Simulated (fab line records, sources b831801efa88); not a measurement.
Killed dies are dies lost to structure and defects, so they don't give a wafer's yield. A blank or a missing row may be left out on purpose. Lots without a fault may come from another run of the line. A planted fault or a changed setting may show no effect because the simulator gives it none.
One fault seen from 2 desks | flow gf180mcu | each desk has only its own numbers; what lay behind them comes last

THE TOOL OWNER'S DESK: rtp_anneal-02
The tool's own readings at GF_PSD_RTA_13 (time 20 s): means of the sampled wafers that have a number, for each lot that ran on this tool. A lot is out of limits, marked OUT, if its mean lies more than 4 standard deviations from the usual mean; the brackets give that distance.
Columns: A = lamp_power_pct at GF_PSD_RTA_13, usual 37 %; B = run_length_s at GF_PSD_RTA_13, usual 49.0 s; C = wafer_temp_C_max at GF_PSD_RTA_13, usual 1029.7
lot  | first seen here | A  | B               | C
L572 | day 14 21:45    | 40 | 49.1            | 1028.5
L573 | day 15 04:26    | 40 | 49.1            | 1027.3
L574 | day 15 10:53    | 40 | 49.1            | 1027.3
L580 | day 17 15:40    | 40 | 49.2            | 1027.2
L583 | day 18 21:14    | 40 | 55.5 (+13) OUT  | 1028.9
L584 | day 19 07:54    | 40 | 53.6 (+9.2) OUT | 1027.8
L586 | day 19 19:06    | 40 | 55.7 (+13) OUT  | 1028.0
This desk's finding: out of limits on L583, L584, L586; first on L583, day 18 21:14 (run_length_s at GF_PSD_RTA_13). In limits: L572, L573, L574, L580.

THE METROLOGY DESK
What the gauges read, lot by lot, whatever tool the lot ran on: means of the sampled wafers that have a number. A lot is out of limits, marked OUT, if its mean lies more than 4 standard deviations from the usual mean; the brackets give that distance.
Columns: A = VT_IMPLANT_4_TW at GF_VT_IMPLANT_TW_MEAS_43, usual 696; B = DUAL_GATE_OVL at GF_DUAL_GATE_OVL_MEAS_11, usual 0.6 nm; C = NSD_RS at GF_PSD_RS_MEAS_14, usual 46.18 ohm/sq; D = PSD_RS at GF_PSD_RS_MEAS_15, usual 108.62 ohm/sq
lot  | first seen here | A   | B   | C                | D
L572 | day 8 02:55     | 696 | 1.0 | 46.09            | 108.51
L573 | day 8 07:56     | 696 | 1.9 | 46.16            | 108.53
L574 | day 8 13:26     | 699 | 0.9 | 46.25            | 109.01
L576 | day 9 02:38     | 692 | 0.8 | 46.05            | 108.31
L577 | day 9 10:05     | 700 | 0.5 | 46.20            | 108.51
L578 | day 9 14:44     | 696 | 0.7 | 46.15            | 108.43
L580 | day 10 05:52    | 697 | 2.6 | 46.19            | 108.58
L583 | day 11 06:18    | 699 | 0.8 | 44.72 (-16) OUT  | 105.01 (-13) OUT
L584 | day 11 12:39    | 702 | 0.9 | 45.36 (-8.9) OUT | 106.95 (-6.0) OUT
L586 | day 11 21:36    | 700 | 1.8 | 44.89 (-14) OUT  | 105.41 (-11) OUT
L589 | day 13 07:07    | 691 | 1.6 | 46.12            | 108.52
L591 | day 13 19:20    | 700 | 1.3 | 46.00            | 108.32
L592 | day 13 19:38    | 693 | 0.4 | 46.28            | 108.74
L593 | day 14 01:04    | 688 | 0.8 | 46.11            | 108.36
This desk's finding: out of limits on L583, L584, L586; first on L583, day 18 21:20 (NSD_RS at GF_PSD_RS_MEAS_14). In limits: L572, L573, L574, L576, L577, L578, L580, L589, L591, L592, L593.

PUT TOGETHER
The tool owner's desk could have raised an alarm at day 18 21:14, on L583, L584, L586.
The metrology desk could have raised an alarm at day 18 21:20, on L583, L584, L586.
Of the lots named, all ran GF_PSD_RTA_13 on rtp_anneal-02.

WHAT THE SIMULATOR HAD PUT IN
Process parameter drift: rtp_anneal-02, from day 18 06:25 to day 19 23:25, at GF_PSD_RTA_13. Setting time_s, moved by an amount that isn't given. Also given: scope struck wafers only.
Lots struck among those shown: L583, L584, L586.
Hours from the fault's start to each desk's first reading out of limits: the tool owner's desk, 15; the metrology desk, 15.
